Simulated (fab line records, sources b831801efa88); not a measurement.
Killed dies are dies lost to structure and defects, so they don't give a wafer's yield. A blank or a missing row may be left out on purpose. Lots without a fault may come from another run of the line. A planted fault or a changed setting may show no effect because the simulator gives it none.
Which tool did it? | flow sky130 | 12 lots, 36 wafers sampled, at 4 steps of a route of 708

WHAT THE GAUGES READ, wafer by wafer
SKY_LDD_LDN_OVL_MEAS_07.
lot  | measured     | on         | LDD_LDN_OVL (nm)
L794 | day 23 06:08 | overlay-02 | -1.8 -2.9 -2.1
L795 | day 23 09:01 | overlay-02 | 0.7 0.1 -0.3
L796 | day 23 20:34 | overlay-01 | -0.9 -1.0 -1.3
L797 | day 23 20:59 | overlay-02 | 1.9 0.6 2.5
L799 | day 24 18:05 | overlay-02 | -0.5 1.4 -0.1
L800 | day 25 07:59 | overlay-01 | 0.0 -0.7 0.3
L801 | day 25 07:41 | overlay-02 | 2.8 2.3 0.1
L809 | day 28 07:04 | overlay-02 | -0.4 0.0 1.3
L812 | day 29 05:16 | overlay-02 | 1.1 -0.5 -1.0
L813 | day 29 04:01 | overlay-02 | 0.7 0.6 1.8
L814 | day 29 16:34 | overlay-02 | 3.3 1.7 2.7
L815 | day 30 09:13 | overlay-02 | 0.1 0.7 -1.0

SKY_LDD_LDN_TW_MEAS_13.
lot  | measured     | on            | LDD_LDN_TW
L794 | day 23 06:53 | film_metro-04 | 1483 1481 1482
L795 | day 23 09:46 | film_metro-01 | 1486 1483 1484
L796 | day 23 21:18 | film_metro-03 | 1478 1479 1472
L797 | day 23 21:43 | film_metro-04 | 1489 1484 1482
L799 | day 24 18:49 | film_metro-04 | 1488 1473 1483
L800 | day 25 08:55 | film_metro-01 | 1477 1479 1469
L801 | day 25 08:25 | film_metro-03 | 1469 1476 1468
L809 | day 28 07:47 | film_metro-04 | 1425 1427 1421
L812 | day 29 06:00 | film_metro-01 | 1434 1441 1438
L813 | day 29 04:45 | film_metro-01 | 1480 1489 1476
L814 | day 29 17:18 | film_metro-01 | 1491 1489 1488
L815 | day 30 09:57 | film_metro-04 | 1476 1478 1473

WHICH TOOL RAN EACH LOT (tool, then ch and the chambers of the sampled wafers, then the start)
lot  | SKY_FIELD_ISO_ETCH_15             | SKY_LDD_LDN_IMPLANT_08
L794 | rie_diel-03 ch 1,2, day 2 03:47   | implanter-01 ch 0, day 23 06:13
L795 | rie_diel-03 ch 0,2, day 2 10:14   | implanter-03 ch 0, day 23 09:04
L796 | rie_diel-02 ch 0,1,3, day 2 14:17 | implanter-01 ch 0, day 23 20:36
L797 | rie_diel-03 ch 0,1,3, day 2 19:59 | implanter-03 ch 0, day 23 21:02
L799 | rie_diel-02 ch 0,1,3, day 3 06:38 | implanter-02 ch 0, day 24 18:07
L800 | rie_diel-01 ch 0,1,3, day 3 12:53 | implanter-02 ch 0, day 25 08:13
L801 | rie_diel-03 ch 1,3, day 3 16:44   | implanter-01 ch 0, day 25 07:43
L809 | rie_diel-02 ch 0,2, day 5 11:08   | implanter-02 ch 0, day 28 07:05
L812 | rie_diel-02 ch 0,1,3, day 6 04:29 | implanter-02 ch 0, day 29 05:18
L813 | rie_diel-03 ch 1,3, day 6 07:29   | implanter-01 ch 0, day 29 04:03
L814 | rie_diel-01 ch 0,1,3, day 6 13:44 | implanter-01 ch 0, day 29 16:36
L815 | rie_diel-02 ch 2,3, day 6 18:14   | implanter-03 ch 0, day 30 09:15
- SKY_FIELD_ISO_ETCH_15: etches the open film in CHF3/O2, stops on Si, target depth 180 nm, time 72 s.
- SKY_LDD_LDN_IMPLANT_08

WHAT THE TOOLS THEMSELVES READ (means of the sampled wafers that have a number; where no wafer has one, the mark that the record gives instead)
SKY_FIELD_ISO_ETCH_15.
lot  | tool        | drypump_motor_current_A (A) | oes_product_au (a.u.) | rf_fwd_power_W (W) | throttle_valve_pct (%)
L794 | rie_diel-03 | 5.7                         | 0.947                 | 596.4              | 8.843
L795 | rie_diel-03 | 6.5                         | 0.946                 | 598.1              | 8.834
L796 | rie_diel-02 | 5.7                         | 0.945                 | 593.9              | 8.847
L797 | rie_diel-03 | 6.0                         | 0.949                 | 594.8              | 8.844
L799 | rie_diel-02 | 5.7                         | 0.955                 | 595.3              | 8.837
L800 | rie_diel-01 | 5.5                         | 0.945                 | 592.2              | 8.845
L801 | rie_diel-03 | 5.9                         | 0.950                 | 594.0              | 8.840
L809 | rie_diel-02 | 5.8                         | 0.947                 | 595.8              | 8.852
L812 | rie_diel-02 | 5.7                         | 0.954                 | 597.4              | 8.850
L813 | rie_diel-03 | 5.9                         | 0.950                 | 594.9              | 8.846
L814 | rie_diel-01 | 5.5                         | 0.951                 | 595.1              | 8.845
L815 | rie_diel-02 | 6.1                         | 0.951                 | 596.0              | 8.848

SKY_LDD_LDN_IMPLANT_08.
lot  | tool         | beam_energy_keV | dose_ions_cm2 | faraday_current_uA
L794 | implanter-01 | 14.994          | 1.25e+13      | 71.1
L795 | implanter-03 | 14.997          | 1.25e+13      | 70.5
L796 | implanter-01 | 14.995          | 1.25e+13      | 69.8
L797 | implanter-03 | 14.998          | 1.25e+13      | 70.2
L799 | implanter-02 | 15.003          | 1.25e+13      | 69.3
L800 | implanter-02 | 15.006          | 1.25e+13      | 70.5
L801 | implanter-01 | 15.003          | 1.25e+13      | 70.2
L809 | implanter-02 | 15.000          | 7.27e+12      | 41.1
L812 | implanter-02 | 15.007          | 7.26e+12      | 40.4
L813 | implanter-01 | 15.008          | 1.25e+13      | 70.8
L814 | implanter-01 | 14.998          | 1.25e+13      | 70.8
L815 | implanter-03 | 15.000          | 1.25e+13      | 69.7

THE ANSWER, worked out from the rows above alone
Rule: what is usual is taken from the lots themselves. Put in order of their means at a reading, lots are off if they are a third of the lots or fewer, leave a main group of 4 or more, and stand apart from it by a gap of 3 or more times the standard deviation of the main group's means; of several such gaps the widest counts. A main group whose means are all the same, to the digits that the tables above print for the reading, isn't used. A lot without any number at a reading at which 4 lots or more have one is off too. The other lots that the step has rows for count as sound. The gauges are gone through in route order, then the tools' own readings, and for those a lot's mean is taken as printed above. The first step at which some lot is off is used, and at that step the reading that is off furthest; a lot without a number counts as furthest.
Off: L809, L812, at SKY_LDD_LDN_TW_MEAS_13 (LDD_LDN_TW). The main group: mean 1480, standard deviation 5.3.
A tool fits if, at a process step before that reading, it ran every lot that is off, and no sound lot after the first of them. The gauges at SKY_LDD_LDN_TW_MEAS_13 aren't tried: what is off there is off at SKY_LDD_LDN_IMPLANT_08 too, on other tools, and a gauge's error can't cause that. One fits: implanter-02 at SKY_LDD_LDN_IMPLANT_08. Its last sound lot is L800 (day 25 08:13), its first lot that is off L809 (day 28 07:05): a fault that began between those two fits.
The tool's own readings at SKY_LDD_LDN_IMPLANT_08 bear it out: on the lots that are off they differ by more than 5 times the standard deviation of the sound lots' means. dose_ions_cm2 reads 7.26e+12 there against 1.25e+13 on the sound lots; faraday_current_uA reads 40.8 there against 70.3 on the sound lots.

WHAT THE SIMULATOR HAD PUT IN
Process parameter drift: implanter-02, from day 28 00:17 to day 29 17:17, at SKY_LDD_LDN_IMPLANT_08. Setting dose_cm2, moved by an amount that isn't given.
Lots struck among those shown: L809, L812. The rule above found the same.
